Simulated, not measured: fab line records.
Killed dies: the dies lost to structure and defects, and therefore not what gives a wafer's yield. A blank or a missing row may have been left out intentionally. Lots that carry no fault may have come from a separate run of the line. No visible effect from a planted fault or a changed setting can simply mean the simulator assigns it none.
fab line records	flow sky130	part 1 of 2: steps 1 to 25 of 38
[record] lots = 5	wafers = 15	lastDay = 50
route steps=708 shown SONOS_TUNNEL@163 SONOS_ONO@168 GATE_OXIDE@187
lots that met no fault: from a run of the same line without faults
startH: hours from the record's opening day to when the first of the lot's shown wafers began	waitH: how many hours have passed since the lot's step before this one	" repeats the value in the row above	L1.1+2: a row that stands for several wafers	- no value present, or no start provided	* or withheld: withheld	< > ~ a bound
route shown NAME@n: a module of which the file shows steps, and the number in the route of the first	usual: mean/standard deviation taken from wafers without a fault	same: alike in all rows	chamber/n: place in a boat	sites: each site's reading	_std_site: standard deviation of those values	_edge_site: inner sites' mean taken away from outer sites' mean	radiusMm: for every site, how far away it sits from the centre of the wafer	mask NAME#n: copy n	behind: the last tool/chamber to shape the wafer	hold: what put the lot on hold/how long, in hours/how the hold closed	device: names the non-switching transistor (n, p or np)	end of line: the same wafers' tests at the end of the route	a step given without rows: its recipe and nothing more	killed: dies lost to structure and defects at the first sort, not the wafer's yield	map: per-die view of a wafer (x killed, . not killed, _ where there is no die)
set.NAME: the setting the step ran with; set.NAME@STEP: the setting that earlier step ran with	model.NAME: the simulator's own value behind a step, which no gauge read
lots at some steps of the route; a table a step, a row a wafer
services: from which hour (startH, from the record's first day; less than 0 if before it) a tool's chamber was out of use, for how many hours, and why
[[steps]]
[step SKY_SONOS_TUNNEL_IMPLANT_09]
[recipe] species = B	energyKev = 20	doseCm2 = 1e+12	tiltDeg = withheld
[usual] beamOnS = 10.02/0.19
lot.wafer	tool	chamber	startH	waitH	beamOnS
L085.1	implanter-02	0	334.48	0.0	10.25
L085.2	"	0	"	"	10.33
L085.6	"	0	"	"	10.21
L084.1	implanter-02	0	335.68	0.0	9.63
L084.3	"	0	"	"	10.21
L084.4	"	0	"	"	9.97
L089.1	implanter-04	0	388.38	0.0	9.95
L089.2	"	0	"	"	9.99
L089.4	"	0	"	"	9.98
L092.2	implanter-04	0	399.11	0.0	10.00
L092.4	"	0	"	"	10.19
L092.6	"	0	"	"	9.68
L097.3	implanter-04	0	441.28	0.2	9.71
L097.4	"	0	"	"	10.13
L097.6	"	0	"	"	10.12
[step SKY_SONOS_TUNNEL_WET_ETCH_10]
[recipe] chemistry = dHF	targetDepthNm = 14	target = SiO2	dilution = 100:1	tempC = 25	timeS = 280
lot.wafer	tool	chamber	startH	waitH
L085.1+2+6	wetBench-02	1	334.63	0.1
L084.1+3+4	wetBench-01	3	335.83	0.1
L089.1+2+4	wetBench-02	3	388.53	0.1
L092.2+4+6	wetBench-03	2	399.24	0.1
L097.3+4+6	wetBench-02	0	441.38	0.1
[step SKY_SONOS_TUNNEL_STRIP_11]
[recipe] chemistry = SPM	timeS = 600	tempC = 130
[usual] bathGuardTempC = 130.0/0.56
lot.wafer	tool	chamber	startH	waitH	bathGuardTempC
L085.1	wetBench-03	2	334.71	0.0	130.0
L085.2	"	2	"	"	130.0
L085.6	"	2	"	"	129.8
L084.1	wetBench-03	2	335.92	0.0	130.3
L084.3	"	2	"	"	129.8
L084.4	"	2	"	"	130.2
L089.1	wetBench-01	3	388.63	0.0	128.6
L089.2	"	3	"	"	128.8
L089.4	"	3	"	"	128.6
L092.2	wetBench-02	1	399.41	0.0	130.0
L092.4	"	1	"	"	130.3
L092.6	"	1	"	"	130.1
L097.3	wetBench-01	1	441.46	0.0	129.6
L097.4	"	1	"	"	129.5
L097.6	"	1	"	"	129.4
[step SKY_SONOS_TUNNEL_TW_MEAS_12]
[usual] SONOS_TUNNEL_TW = 195/3.4
lot.wafer	tool	chamber	startH	waitH	SONOS_TUNNEL_TW
L085.1	filmMetro-03	-	334.89	0.0	199
L085.2	"	-	"	"	200
L085.6	"	-	"	"	199
L084.1	filmMetro-01	-	336.10	0.0	193
L084.3	"	-	"	"	193
L084.4	"	-	"	"	193
L089.1	filmMetro-01	-	388.81	0.0	192
L089.2	"	-	"	"	192
L089.4	"	-	"	"	193
L092.2	filmMetro-04	-	399.61	0.0	195
L092.4	"	-	"	"	194
L092.6	"	-	"	"	196
L097.3	filmMetro-04	-	441.66	0.0	193
L097.4	"	-	"	"	191
L097.6	"	-	"	"	193
[step SKY_SONOS_TUNNEL_CLEAN_13]
[recipe] chemistry = dHF	timeS = 20	dilution = 100:1	dry = ipaMarangoni
lot.wafer	tool	chamber	startH	waitH
L085.1+2+6	wetBench-02	1	334.95	0.1
L084.1+3+4	wetBench-02	3	336.16	0.1
L089.1+2+4	wetBench-02	2	388.87	0.1
L092.2+4+6	wetBench-01	1	399.66	0.0
L097.3+4+6	wetBench-03	0	441.70	0.0
[step SKY_SONOS_ONO_OXIDATION_00]
[recipe] tempC = 796	ambient = O2	idleTempC = 700	rampUpCPerMin = 10	rampDownCPerMin = 3	stabiliseS = 600	purgeS = 300	targetThkA = 26	oxTimeS = 1249
[usual] oxTempC = 796.0/0.33	spikeTcCentreC = 796.9/1	tubeCenterTempC = 796.01/0.071	zonePowerLowerPct = 15.4/1.2	zonePowerTopPct = 25.5/0.46
lot.wafer	tool	chamber	startH	waitH	oxTempC	spikeTcCentreC	tubeCenterTempC	zonePowerLowerPct	zonePowerTopPct
L084.1	furnace-01	0	338.52	2.3	795.9	796.8	795.97	14.1	25.9
L084.3	"	0	"	"	796.4	796.2	795.99	14.4	25.8
L084.4	"	0	"	"	796.2	796.1	795.96	14.2	26.1
L085.1	furnace-01	0	338.52	3.6	796.2	797.5	795.93	13.9	26.1
L085.2	"	0	"	"	796.3	795.6	796.22	14.0	25.6
L085.6	"	0	"	"	796.2	796.2	796.06	14.0	26.3
L089.1	furnace-02	0	390.56	1.7	796.1	799.1	796.04	16.5	24.9
L089.2	"	0	"	"	795.9	795.8	796.04	16.4	25.4
L089.4	"	0	"	"	796.1	798.0	796.08	16.4	25.1
L092.2	furnace-02	0	401.28	1.6	795.8	797.0	796.09	16.2	25.2
L092.4	"	0	"	"	795.2	796.2	795.97	16.4	25.3
L092.6	"	0	"	"	795.9	797.4	796	16.4	25.5
L097.3	furnace-02	0	442.08	0.4	795.7	795.4	795.95	16.5	25.8
L097.4	"	0	"	"	795.5	795.7	796.07	16.6	25.3
L097.6	"	0	"	"	796.1	797.2	795.99	16.6	25.3
[step SKY_SONOS_ONO_THK_MEAS_01]
[recipe] reads = SiO2_of_SONOS_ONO_OXIDATION_00
[usual] SONOS_ONO_OXIDATION_THK = 2.44/0.052
lot.wafer	tool	chamber	startH	waitH	SONOS_ONO_OXIDATION_THK[nm]
L084.1	filmMetro-03	-	339.86	0.0	2.45
L084.3	"	-	"	"	2.52
L084.4	"	-	"	"	2.45
L085.1	filmMetro-01	-	339.86	0.0	2.47
L085.2	"	-	"	"	2.41
L085.6	"	-	"	"	2.48
L089.1	filmMetro-02	-	391.91	0.0	2.36
L089.2	"	-	"	"	2.43
L089.4	"	-	"	"	2.40
L092.2	filmMetro-02	-	402.63	0.0	2.38
L092.4	"	-	"	"	2.37
L092.6	"	-	"	"	2.42
L097.3	filmMetro-03	-	443.45	0.0	2.48
L097.4	"	-	"	"	2.49
L097.6	"	-	"	"	2.46
[step SKY_SONOS_ONO_CVD_02]
[recipe] material = Si3N4	precursor = DCS/NH3	targetThkNm = 10.5	tempC = 770	timeS = 180	pressureMtorr = 250
[usual] spikeTcCentreC = 769.7/1.1	zonePowerLowerPct = 12.7/1.7	zonePowerTopPct = 24.7/2.7
lot.wafer	tool	chamber	startH	waitH	spikeTcCentreC	zonePowerLowerPct	zonePowerTopPct
L084.1	lpcvd-02	0	339.92	0.1	766.7	11.2	26.8
L084.3	"	0	"	"	769.6	11.1	27.2
L084.4	"	0	"	"	769.9	11.1	27.3
L085.1	lpcvd-02	0	339.92	0.1	770.2	11.0	27.6
L085.2	"	0	"	"	769.7	11.0	27.2
L085.6	"	0	"	"	770.2	11.0	27.2
L089.1	lpcvd-02	0	392.71	0.8	769.0	11.2	27.2
L089.2	"	0	"	"	769.4	11.2	26.7
L089.4	"	0	"	"	772.1	11.0	27.0
L092.2	lpcvd-02	0	402.68	0.0	769.4	11.2	27.6
L092.4	"	0	"	"	770.0	11.2	27.0
L092.6	"	0	"	"	765.6	11.1	27.1
L097.3	lpcvd-02	1	457.59	14.1	769.4	14.5	21.8
L097.4	"	1	"	"	769.7	14.6	22.0
L097.6	"	1	"	"	769.0	14.6	22.0
[step SKY_SONOS_ONO_THK_MEAS_03]
[recipe] reads = Si3N4_of_SONOS_ONO_CVD_02
[usual] SONOS_ONO_CVD_02_THK = 10.52/0.13
lot.wafer	tool	chamber	startH	waitH	SONOS_ONO_CVD_02_THK[nm]
L084.1	filmMetro-01	-	340.97	0.0	10.35
L084.3	"	-	"	"	10.31
L084.4	"	-	"	"	10.28
L085.1	filmMetro-03	-	340.97	0.0	10.50
L085.2	"	-	"	"	10.48
L085.6	"	-	"	"	10.57
L089.1	filmMetro-02	-	393.76	0.0	10.39
L089.2	"	-	"	"	10.40
L089.4	"	-	"	"	10.60
L092.2	filmMetro-02	-	403.74	0.0	10.59
L092.4	"	-	"	"	10.65
L092.6	"	-	"	"	10.71
L097.3	filmMetro-03	-	458.66	0.0	10.54
L097.4	"	-	"	"	10.45
L097.6	"	-	"	"	10.43
[step SKY_SONOS_ONO_CVD_04]
[recipe] material = SiO2	precursor = SiH4/N2O	targetThkNm = 5.7199	tempC = 900	pressureMtorr = 400
[usual] spikeTcCentreC = 899.6/1.3	zonePowerLowerPct = 17.64/0.23	zonePowerTopPct = 30.9/1.7
lot.wafer	tool	chamber	startH	waitH	spikeTcCentreC	zonePowerLowerPct	zonePowerTopPct
L084.1	lpcvd-03	1	341.03	0.1	899.3	17.59	29.8
L084.3	"	1	"	"	898.4	17.71	29.7
L084.4	"	1	"	"	899.4	17.99	29.9
L085.1	lpcvd-03	1	341.03	0.1	899.3	17.58	29.6
L085.2	"	1	"	"	898.6	17.60	29.6
L085.6	"	1	"	"	899.1	17.21	29.9
L089.1	lpcvd-03	1	394.65	0.9	900.1	17.76	29.4
L089.2	"	1	"	"	899.5	17.50	29.9
L089.4	"	1	"	"	899.1	17.59	29.8
L092.2	lpcvd-03	1	403.79	0.0	898.8	17.78	30.1
L092.4	"	1	"	"	898.0	17.52	29.7
L092.6	"	1	"	"	898.8	17.76	29.6
L097.3	lpcvd-03	0	458.70	0.0	901.2	18.08	33.7
L097.4	"	0	"	"	903.0	17.76	33.5
L097.6	"	0	"	"	899.6	17.95	33.6
[step SKY_SONOS_ONO_THK_MEAS_05]
[recipe] reads = SiO2_of_SONOS_ONO_CVD_04
[usual] SONOS_ONO_CVD_04_THK = 5.70/0.1
lot.wafer	tool	chamber	startH	waitH	SONOS_ONO_CVD_04_THK[nm]
L084.1	filmMetro-03	-	342.28	0.0	5.70
L084.3	"	-	"	"	5.64
L084.4	"	-	"	"	5.68
L085.1	filmMetro-01	-	342.28	0.0	5.51
L085.2	"	-	"	"	5.64
L085.6	"	-	"	"	5.64
L089.1	filmMetro-01	-	396.52	0.0	5.67
L089.2	"	-	"	"	5.74
L089.4	"	-	"	"	5.69
L092.2	filmMetro-01	-	405.05	0.0	5.83
L092.4	"	-	"	"	5.82
L092.6	"	-	"	"	5.79
L097.3	filmMetro-02	-	459.97	0.0	5.66
L097.4	"	-	"	"	5.65
L097.6	"	-	"	"	5.68
[step SKY_SONOS_ONO_DEHYDRATE_06]
[recipe] tempC = 200	timeS = 60
lot.wafer	tool	chamber	startH	waitH
L085.1+2+6	lithoTrack-01	0	354.22	11.9
L084.1+3+4	lithoTrack-01	0	354.82	12.5
L089.1+2+4	lithoTrack-04	0	410.34	13.8
L092.2+4+6	lithoTrack-03	0	418.91	13.9
L097.3+4+6	lithoTrack-01	0	473.62	13.6
[step SKY_SONOS_ONO_HMDS_07]
[recipe] primeTimeS = 60	primeTempC = 120
lot.wafer	tool	chamber	startH	waitH
L085.1+2+6	lithoTrack-01	0	354.37	0.1
L084.1+3+4	lithoTrack-01	0	354.97	0.1
L089.1+2+4	lithoTrack-04	0	410.49	0.1
L092.2+4+6	lithoTrack-03	0	419.06	0.1
L097.3+4+6	lithoTrack-01	0	473.77	0.1
[step SKY_SONOS_ONO_COAT_08]
[recipe] resist = NOVOLAK	spinRpm = 3000	resistThkNm = 1140
lot.wafer	tool	chamber	startH	waitH
L085.1+2+6	lithoTrack-01	0	354.52	0.1
L084.1+3+4	lithoTrack-01	0	355.12	0.1
L089.1+2+4	lithoTrack-04	0	410.64	0.1
L092.2+4+6	lithoTrack-03	0	419.21	0.1
L097.3+4+6	lithoTrack-01	0	473.92	0.1
[step SKY_SONOS_ONO_SOFTBAKE_09]
[recipe] tempC = 90	timeS = 60	resist = NOVOLAK
lot.wafer	tool	chamber	startH	waitH
L085.1+2+6	lithoTrack-01	0	354.67	0.1
L084.1+3+4	lithoTrack-01	0	355.27	0.1
L089.1+2+4	lithoTrack-04	0	410.79	0.1
L092.2+4+6	lithoTrack-03	0	419.36	0.1
L097.3+4+6	lithoTrack-01	0	474.07	0.1
[step SKY_SONOS_ONO_EXPOSE_10]
[recipe] maskId = ONOM	targetCdNm = 410	na = 0.6	sourceShape = conventional	sigmaOuter = 0.6	doseMj = 150
lot.wafer	tool	chamber	startH	waitH	mask
L085.1+2+6	ilineStepper-01	0	-	-	ONOM#0
L084.1+3+4	ilineStepper-02	0	-	-	ONOM#0
L089.1+2+4	ilineStepper-01	0	-	-	ONOM#0
L092.2+4+6	ilineStepper-02	0	-	-	ONOM#0
L097.3+4+6	ilineStepper-01	0	-	-	ONOM#0
[step SKY_SONOS_ONO_PEB_11]
[recipe] tempC = withheld	timeS = *	resist = NOVOLAK
lot.wafer	tool	chamber	startH	waitH
L085.1+2+6	lithoTrack-04	0	-	-
L084.1+3+4	lithoTrack-03	0	-	-
L089.1+2+4	lithoTrack-03	0	-	-
L092.2+4+6	lithoTrack-04	0	-	-
L097.3+4+6	lithoTrack-01	0	-	-
[step SKY_SONOS_ONO_DEVELOP_12]
[recipe] developTimeS = 60	devTempC = 23
[usual] developerTempC = 22.98/0.1
lot.wafer	tool	chamber	startH	waitH	developerTempC
L085.1	lithoTrack-04	0	368.49	0.1	23.04
L085.2	"	0	"	"	22.80
L085.6	"	0	"	"	22.95
L084.1	lithoTrack-03	0	369.39	0.1	22.92
L084.3	"	0	"	"	23.11
L084.4	"	0	"	"	22.95
L089.1	lithoTrack-03	0	425.59	0.1	22.98
L089.2	"	0	"	"	23.00
L089.4	"	0	"	"	23.01
L092.2	lithoTrack-04	0	434.96	0.1	22.71
L092.4	"	0	"	"	22.94
L092.6	"	0	"	"	22.92
L097.3	lithoTrack-01	0	489.57	0.1	22.86
L097.4	"	0	"	"	23.02
L097.6	"	0	"	"	22.97
[step SKY_SONOS_ONO_CD_MEAS_13]
[recipe] targetCdNm = 410
[usual] cdNm = 410.0/2.4
lot.wafer	tool	chamber	startH	waitH	cdNm
L085.1	cdSem-01	-	368.64	0.1	412.1
L085.2	"	-	"	"	412.3
L085.6	"	-	"	"	409.9
L084.1	cdSem-01	-	369.54	0.1	409.2
L084.3	"	-	"	"	409.6
L084.4	"	-	"	"	411.5
L089.1	cdSem-01	-	425.74	0.1	407.9
L089.2	"	-	"	"	409.4
L089.4	"	-	"	"	409.6
L092.2	cdSem-02	-	435.11	0.1	411.5
L092.4	"	-	"	"	410.4
L092.6	"	-	"	"	410.8
L097.3	cdSem-01	-	489.71	0.1	414.1
L097.4	"	-	"	"	410.1
L097.6	"	-	"	"	413.5
[step SKY_SONOS_ONO_OVL_MEAS_14]
[usual] SONOS_ONO_OVL = -0.3/1.2
lot.wafer	tool	chamber	startH	waitH	SONOS_ONO_OVL[nm]
L085.1	overlay-01	-	368.76	0.1	1.2
L085.2	"	-	"	"	-0.7
L085.6	"	-	"	"	1.1
L084.1	overlay-01	-	369.66	0.1	1.4
L084.3	"	-	"	"	1.3
L084.4	"	-	"	"	-0.7
L089.1	overlay-02	-	425.86	0.1	-1.2
L089.2	"	-	"	"	-2.1
L089.4	"	-	"	"	-3.0
L092.2	overlay-01	-	435.22	0.1	-0.3
L092.4	"	-	"	"	0.3
L092.6	"	-	"	"	-2.2
L097.3	overlay-01	-	489.80	0.1	0.5
L097.4	"	-	"	"	-0.4
L097.6	"	-	"	"	-1.2
[step SKY_SONOS_ONO_ETCH_15]
[recipe] targetDepthNm = 19.52	chemistry = CHF3/O2	sourceW = 600	biasW = 200	pressureMtorr = 40	chf3FlowSccm = 50	O2_flow_sccm = 5	timeS = 7.8
[usual] chamberPressureMTorr = 40.00/0.038	drypumpMotorCurrentA = 5.8/0.41	oesProductAu = 0.999/0.01	throttleValvePct = 8.824/0.0094
lot.wafer	tool	chamber	startH	waitH	chamberPressureMTorr	drypumpMotorCurrentA	oesProductAu	rfHoursCounterH	throttleValvePct
L085.1	rieDiel-02	0	368.80	0.0	40.04	6.3	0.989	75	8.807
L085.2	"	3	"	"	40.03	6.3	1.000	99	8.821
L085.6	"	3	"	"	40.03	6.3	1.000	-	8.820
L084.1	rieDiel-03	1	369.70	0.0	39.98	5.4	0.999	12	8.830
L084.3	"	0	"	"	39.98	5.1	1.005	4	8.824
L084.4	"	2	"	"	40.03	5.6	1.008	-	8.833
L089.1	rieDiel-02	1	425.90	0.0	39.96	6.1	0.983	0	8.838
L089.2	"	3	"	"	40.04	6.3	0.984	101	8.833
L089.4	"	0	"	"	40.02	6.3	0.988	-	8.820
L092.2	rieDiel-02	2	435.25	0.0	39.98	5.9	0.994	4	8.816
L092.4	"	0	"	"	39.98	6.3	0.979	-	8.814
L092.6	"	2	"	"	40.05	5.9	0.991	-	8.829
L097.3	rieDiel-04	0	489.83	0.0	40.07	5.5	0.993	8	8.833
L097.4	"	1	"	"	40.01	5.4	0.992	1	8.824
L097.6	"	1	"	"	39.92	5.4	0.987	-	8.803
[step SKY_SONOS_ONO_WET_ETCH_16]
[recipe] chemistry = dHF	targetDepthNm = 14	dry = n2Spin	target = SiO2	dilution = 100:1	tempC = 25	timeS = 280
lot.wafer	tool	chamber	startH	waitH
L085.1+2+6	wetBench-01	1	368.82	0.0
L084.1+3+4	wetBench-02	0	369.72	0.0
L089.1+2+4	wetBench-02	1	425.92	0.0
L092.2+4+6	wetBench-02	1	435.27	0.0
L097.3+4+6	wetBench-04	0	489.85	0.0
[step SKY_SONOS_ONO_STRIP_17]
[recipe] chemistry = O2/N2	powerW = 1400	pressureMtorr = 1500	platenTempC = withheld	o2FlowSccm = 3000	n2FlowSccm = 300	overashFraction = 0.5
[usual] chamberPressureMTorr = 1500.1/1.4	drypumpMotorCurrentA = 5.6/0.38	oesProductAu = 0.710/0.0046	stripTimeToEndpointS = 14.10/0.042
lot.wafer	tool	chamber	startH	waitH	chamberPressureMTorr	drypumpMotorCurrentA	oesProductAu	rfHoursCounterH	stripTimeToEndpointS
L085.1	plasmaAsher-01	1	368.90	0.0	1501.1	5.1	0.713	57	14.04
L085.2	"	0	"	"	1501.4	5.9	0.709	57	14.09
L085.6	"	1	"	"	1496.5	5.1	0.714	-	14.07
L084.1	plasmaAsher-02	0	369.82	0.0	1500.0	5.3	0.710	25	14.11
L084.3	"	0	"	"	1499.2	5.3	0.710	-	14.12
L084.4	"	1	"	"	1499.9	5.9	0.708	-	14.12
L089.1	plasmaAsher-01	1	426.00	0.0	1500.2	5.1	0.703	63	14.13
L089.2	"	0	"	"	1499.4	5.9	0.716	63	14.12
L089.4	"	0	"	"	1499.1	5.9	0.711	-	14.17
L092.2	plasmaAsher-02	1	435.35	0.0	1500.2	5.9	0.711	32	14.06
L092.4	"	1	"	"	1499.8	5.9	0.708	-	14.04
L092.6	"	1	"	"	1498.2	5.9	0.708	-	14.05
L097.3	plasmaAsher-01	1	489.98	0.0	1498.7	5.1	0.706	-	14.10
L097.4	"	0	"	"	1499.8	5.9	0.716	-	14.11
L097.6	"	0	"	"	1500.8	5.9	0.708	-	14.15
[step SKY_SONOS_ONO_WET_ETCH_18]
[recipe] chemistry = H3PO4	targetDepthNm = 15	target = Si3N4	tempC = 160	timeS = 172
[usual] bathGuardTempC = 160.0/0.66
lot.wafer	tool	chamber	startH	waitH	bathGuardTempC
L085.1	wetBench-04	2	369.00	0.1	158.7
L085.2	"	2	"	"	159.3
L085.6	"	2	"	"	159.1
L084.1	wetBench-04	1	369.92	0.1	160.9
L084.3	"	1	"	"	160.6
L084.4	"	1	"	"	160.9
L089.1	wetBench-01	0	426.10	0.1	160.2
L089.2	"	0	"	"	160.2
L089.4	"	0	"	"	160.6
L092.2	wetBench-01	2	435.45	0.1	159.9
L092.4	"	2	"	"	160.0
L092.6	"	2	"	"	160.5
L097.3	wetBench-04	3	490.04	0.0	159.9
L097.4	"	3	"	"	160.1
L097.6	"	3	"	"	160.1
[step SKY_GATE_OXIDE_CLEAN_00]
[recipe] chemistry = SC1/SC2	mix = 1:4:20	tempC = 70	timeS = 150	dry = n2Spin
[usual] bathGuardTempC = 70.3/0.62
lot.wafer	tool	chamber	startH	waitH	bathGuardTempC
L085.1	wetBench-01	2	369.06	0.0	70.1
L085.2	"	2	"	"	70.1
L085.6	"	2	"	"	70.3
L084.1	wetBench-01	3	369.98	0.0	68.4
L084.3	"	3	"	"	68.7
L084.4	"	3	"	"	68.6
L089.1	wetBench-04	3	426.16	0.0	70.1
L089.2	"	3	"	"	70.1
L089.4	"	3	"	"	70.0
L092.2	wetBench-04	1	435.51	0.0	70.5
L092.4	"	1	"	"	70.6
L092.6	"	1	"	"	70.8
L097.3	wetBench-02	2	490.10	0.0	70.7
L097.4	"	2	"	"	70.8
L097.6	"	2	"	"	70.7
